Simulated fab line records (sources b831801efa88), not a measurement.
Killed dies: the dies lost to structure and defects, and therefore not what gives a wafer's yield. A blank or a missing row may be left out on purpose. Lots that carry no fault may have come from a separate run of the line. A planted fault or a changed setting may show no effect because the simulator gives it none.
Which of the tools did it? / flow gf180mcu / Sampling: 12 lots, 36 wafers, 3 of 602 route steps

## WHAT EACH GAUGE READ, for each wafer
GF_V5_CD_MEAS_14 targets a cd of 260 nm. Usual: cd_nm at 260.5 nm, with a standard deviation of 1.1.
lot=L583; measured=day 27 03:17; on=cd_sem-02; cd_nm (nm)=260.6 260.0 261.5; flag=
lot=L584; measured=day 27 06:45; on=cd_sem-01; cd_nm (nm)=260.4 259.2 260.1; flag=
lot=L586; measured=day 28 06:10; on=cd_sem-01; cd_nm (nm)=260.6 259.7 259.8; flag=
lot=L587; measured=day 28 15:06; on=cd_sem-02; cd_nm (nm)=260.4 260.2 261.5; flag=
lot=L588; measured=day 28 19:48; on=cd_sem-01; cd_nm (nm)=261.3 260.1 260.5; flag=
lot=L597; measured=day 31 10:48; on=cd_sem-01; cd_nm (nm)=262.1 262.5 262.3; flag=
lot=L600; measured=day 32 02:27; on=cd_sem-01; cd_nm (nm)=261.5 261.8 260.5; flag=
lot=L601; measured=day 32 08:57; on=cd_sem-01; cd_nm (nm)=262.4 261.4 260.4; flag=
lot=L603; measured=day 32 19:41; on=cd_sem-01; cd_nm (nm)=259.9 260.1 260.1; flag=
lot=L604; measured=day 33 05:00; on=cd_sem-02; cd_nm (nm)=262.1 260.8 261.1; flag=
lot=L605; measured=day 33 08:43; on=cd_sem-01; cd_nm (nm)=262.4 259.6 261.1; flag=
lot=L606; measured=day 33 10:18; on=cd_sem-01; cd_nm (nm)=261.2 261.8 261.1; flag=

GF_TOP_METAL_RS_MEAS_05: measures by four-point-probe. Usual: TOP_METAL_ALCU_RS typically reads 0.03278 ohm/sq, with standard deviation 0.00028.
lot=L583; measured=day 27 05:04; on=film_metro-04; TOP_METAL_ALCU_RS (ohm/sq)=0.03288 0.03292 0.03275; flag=
lot=L584; measured=day 27 08:32; on=film_metro-04; TOP_METAL_ALCU_RS (ohm/sq)=0.03264 0.03277 0.03287; flag=
lot=L586; measured=day 28 07:56; on=film_metro-02; TOP_METAL_ALCU_RS (ohm/sq)=0.03262 0.03247 0.03245; flag=
lot=L587; measured=day 28 16:53; on=film_metro-01; TOP_METAL_ALCU_RS (ohm/sq)=0.03294 0.03309 0.03305; flag=
lot=L588; measured=day 28 21:35; on=film_metro-02; TOP_METAL_ALCU_RS (ohm/sq)=0.03295 0.0334 0.03318; flag=
lot=L597; measured=day 31 12:34; on=film_metro-01; TOP_METAL_ALCU_RS (ohm/sq)=0.03243 0.03263 0.03275; flag=
lot=L600; measured=day 32 04:23; on=film_metro-02; TOP_METAL_ALCU_RS (ohm/sq)=0.03213 0.03229 0.03206; flag=
lot=L601; measured=day 32 10:43; on=film_metro-02; TOP_METAL_ALCU_RS (ohm/sq)=0.03307 0.03296 0.03283; flag=
lot=L603; measured=day 32 21:40; on=film_metro-01; TOP_METAL_ALCU_RS (ohm/sq)=0.0327 0.03309 0.03302; flag=
lot=L604; measured=day 33 07:10; on=film_metro-04; TOP_METAL_ALCU_RS (ohm/sq)=0.03272 0.03257 0.0326; flag=
lot=L605; measured=day 33 10:36; on=film_metro-04; TOP_METAL_ALCU_RS (ohm/sq)=0.03265 0.03225 0.0328; flag=
lot=L606; measured=day 33 12:04; on=film_metro-04; TOP_METAL_ALCU_RS (ohm/sq)=0.03269 0.03237 0.03268; flag=

## TOOL THAT RAN EACH LOT (tool first, then ch and the chambers of the sampled wafers, then the start)
lot=L583; GF_V4_ETCH_16=rie_diel-03 ch 1,3, day 24 07:29
lot=L584; GF_V4_ETCH_16=rie_diel-03 ch 0,2,3, day 24 11:29
lot=L586; GF_V4_ETCH_16=rie_diel-04 ch 1,3, day 25 12:50
lot=L587; GF_V4_ETCH_16=rie_diel-04 ch 1,2,3, day 25 22:58
lot=L588; GF_V4_ETCH_16=rie_diel-03 ch 0,1,2, day 26 03:59
lot=L597; GF_V4_ETCH_16=rie_diel-04 ch 1,2, day 28 23:54
lot=L600; GF_V4_ETCH_16=rie_diel-03 ch 0,2, day 29 17:05
lot=L601; GF_V4_ETCH_16=rie_diel-03 ch 0,3, day 30 00:15
lot=L603; GF_V4_ETCH_16=rie_diel-01 ch 1,2,3, day 30 13:38
lot=L604; GF_V4_ETCH_16=rie_diel-03 ch 0,3, day 30 22:56
lot=L605; GF_V4_ETCH_16=rie_diel-03 ch 1,3, day 31 02:44
lot=L606; GF_V4_ETCH_16=rie_diel-03 ch 2,3, day 31 05:59
- GF_V4_ETCH_16: etches BARC in N2/H2.

## AS READ BY THE TOOLS THEMSELVES (means over the sampled wafers that have a number; for cases with no such wafer, the mark the record gives instead)
GF_V4_ETCH_16. Usual: drypump_motor_current_A 5.6 A, standard deviation 0.34; n2_flow_sccm 100.0 sccm, standard deviation 0.33; oes_product_au 0.855 a.u., standard deviation 0.0041; throttle_valve_pct 13.225 %, standard deviation 0.0094.
lot=L583; tool=rie_diel-03; drypump_motor_current_A (A)=5.9; n2_flow_sccm (sccm)=99.8; oes_product_au (a.u.)=0.850; throttle_valve_pct (%)=13.223; flag=
lot=L584; tool=rie_diel-03; drypump_motor_current_A (A)=5.5; n2_flow_sccm (sccm)=99.9; oes_product_au (a.u.)=0.850; throttle_valve_pct (%)=13.224; flag=
lot=L586; tool=rie_diel-04; drypump_motor_current_A (A)=5.3; n2_flow_sccm (sccm)=99.9; oes_product_au (a.u.)=0.855; throttle_valve_pct (%)=13.229; flag=
lot=L587; tool=rie_diel-04; drypump_motor_current_A (A)=5.4; n2_flow_sccm (sccm)=99.8; oes_product_au (a.u.)=0.851; throttle_valve_pct (%)=13.224; flag=
lot=L588; tool=rie_diel-03; drypump_motor_current_A (A)=5.6; n2_flow_sccm (sccm)=100.3; oes_product_au (a.u.)=0.855; throttle_valve_pct (%)=13.223; flag=
lot=L597; tool=rie_diel-04; drypump_motor_current_A (A)=5.5; n2_flow_sccm (sccm)=100.3; oes_product_au (a.u.)=0.855; throttle_valve_pct (%)=13.229; flag=
lot=L600; tool=rie_diel-03; drypump_motor_current_A (A)=5.4; n2_flow_sccm (sccm)=100.2; oes_product_au (a.u.)=0.855; throttle_valve_pct (%)=13.220; flag=
lot=L601; tool=rie_diel-03; drypump_motor_current_A (A)=5.6; n2_flow_sccm (sccm)=99.5; oes_product_au (a.u.)=0.853; throttle_valve_pct (%)=13.220; flag=
lot=L603; tool=rie_diel-01; drypump_motor_current_A (A)=5.9; n2_flow_sccm (sccm)=99.9; oes_product_au (a.u.)=0.858; throttle_valve_pct (%)=13.224; flag=
lot=L604; tool=rie_diel-03; drypump_motor_current_A (A)=5.6; n2_flow_sccm (sccm)=100.0; oes_product_au (a.u.)=0.849; throttle_valve_pct (%)=13.230; flag=
lot=L605; tool=rie_diel-03; drypump_motor_current_A (A)=5.9; n2_flow_sccm (sccm)=100.0; oes_product_au (a.u.)=0.858; throttle_valve_pct (%)=13.224; flag=
lot=L606; tool=rie_diel-03; drypump_motor_current_A (A)=5.7; n2_flow_sccm (sccm)=99.9; oes_product_au (a.u.)=0.851; throttle_valve_pct (%)=13.223; flag=

## THE ANSWER, worked out from the rows above alone
Rule: a lot counts as off when the mean over its wafers that have a number is more than 3 standard deviations away from the usual mean. Also off: a lot with no number at a reading for which 4 or more lots have one. The other lots that the step has rows for count as sound. After the gauges, taken in route order, come the tools' own readings; for these a lot's mean is taken, as printed above. At the first step where some lot is off, the reading lying furthest off is the one used; lots without a number count as furthest.
None of the lots is off at any reading shown; this tells nothing.

## WHAT WAS PUT IN BY THE SIMULATOR
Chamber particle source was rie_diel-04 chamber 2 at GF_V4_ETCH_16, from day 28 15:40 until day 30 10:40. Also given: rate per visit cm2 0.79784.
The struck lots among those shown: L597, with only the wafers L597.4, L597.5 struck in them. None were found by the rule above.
